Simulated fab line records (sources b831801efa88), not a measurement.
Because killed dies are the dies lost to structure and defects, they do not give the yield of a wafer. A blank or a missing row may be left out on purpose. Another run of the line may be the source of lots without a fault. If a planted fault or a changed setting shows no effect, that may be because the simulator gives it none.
Which of the tools did it? | flow sky130 | 39 wafers from 13 lots sampled at 2 of the route's 708 steps

WHAT EACH GAUGE READ, for each wafer
SKY_CAP2M_OVL_MEAS_12.
lot  | measured     | on         | CAP2M_OVL (nm)
L624 | day 40 10:51 | overlay-02 | 0.0 0.7 0.2
L625 | day 40 12:17 | overlay-02 | 0.8 -1.6 -1.5
L626 | day 41 01:29 | overlay-02 | -0.8 -1.9 1.4
L627 | day 42 14:56 | overlay-02 | -0.4 -1.0 0.6
L632 | day 43 15:38 | overlay-01 | 2.7 -0.2 0.9
L634 | day 43 18:44 | overlay-02 | -2.7 -1.1 0.2
L639 | day 44 23:57 | overlay-01 | 1.1 0.7 -0.3
L640 | day 45 07:10 | overlay-01 | 2.7 0.9 0.6
L641 | day 45 08:37 | overlay-01 | -1.0 -1.2 0.1
L643 | day 45 20:01 | overlay-01 | -1.8 1.0 -1.7
L644 | day 46 07:34 | overlay-01 | -1.1 -0.2 -1.0
L645 | day 46 12:43 | overlay-01 | 0.6 2.2 -0.4
L647 | day 46 19:34 | overlay-01 | -1.2 -0.1 1.1

SKY_METAL4_CD_MEAS_13: target cd 300 nm.
lot  | measured     | on        | cd-nm (nm)
L624 | day 41 10:51 | cd-sem-02 | 300.7 301.3 301.1
L625 | day 41 13:21 | cd-sem-02 | 298.7 297.8 299.4
L626 | day 42 02:04 | cd-sem-02 | 301.5 302.1 301.5
L627 | day 43 14:16 | cd-sem-02 | 301.2 301.9 301.0
L632 | day 44 14:21 | cd-sem-01 | 298.7 299.0 299.3
L634 | day 44 17:35 | cd-sem-01 | 297.9 298.8 297.6
L639 | day 45 21:21 | cd-sem-01 | 299.1 299.7 300.8
L640 | day 46 04:31 | cd-sem-01 | 297.7 297.9 298.3
L641 | day 46 05:31 | cd-sem-01 | 300.4 302.0 300.4
L643 | day 46 16:51 | cd-sem-01 | 300.1 299.7 299.1
L644 | day 47 04:36 | cd-sem-01 | 301.4 302.2 300.5
L645 | day 47 09:59 | cd-sem-01 | 299.9 298.2 298.9
L647 | day 47 17:36 | cd-sem-02 | 302.0 302.2 301.3

EACH LOT AND THE TOOL THAT RAN IT (in order: tool; ch and the chambers of the sampled wafers; start)
Record: no process step prior to these readings.

WHAT THE TOOLS THEMSELVES READ (means of the sampled wafers that have a number; where no wafer has one, the mark that the record gives instead)
The record holds no such reading with a usual standard deviation.

THE ANSWER, worked out from the rows above alone
Rule: usual is defined by the lots themselves. The widest of any qualifying gaps counts: lots, ordered by their means at a reading, are off when they make up no more than a third of the lots, leave a main group of 4 or more, and stand apart from it by 3 or more times the standard deviation of that group's means. A main group is skipped when, at the precision printed for the reading in the tables above, its means are all equal. Also off: a lot with no number at a reading for which 4 or more lots have one. Where the step has rows for the other lots, those lots are counted as sound. Order of review: gauges by route order, followed by the tools' own readings, for which a lot's mean as printed above is used. At the first step where some lot is off, the reading lying furthest off is the one used; lots without a number count as furthest.
None of the lots is off at any reading shown; this tells nothing.

WHAT THE SIMULATOR HAD PUT IN
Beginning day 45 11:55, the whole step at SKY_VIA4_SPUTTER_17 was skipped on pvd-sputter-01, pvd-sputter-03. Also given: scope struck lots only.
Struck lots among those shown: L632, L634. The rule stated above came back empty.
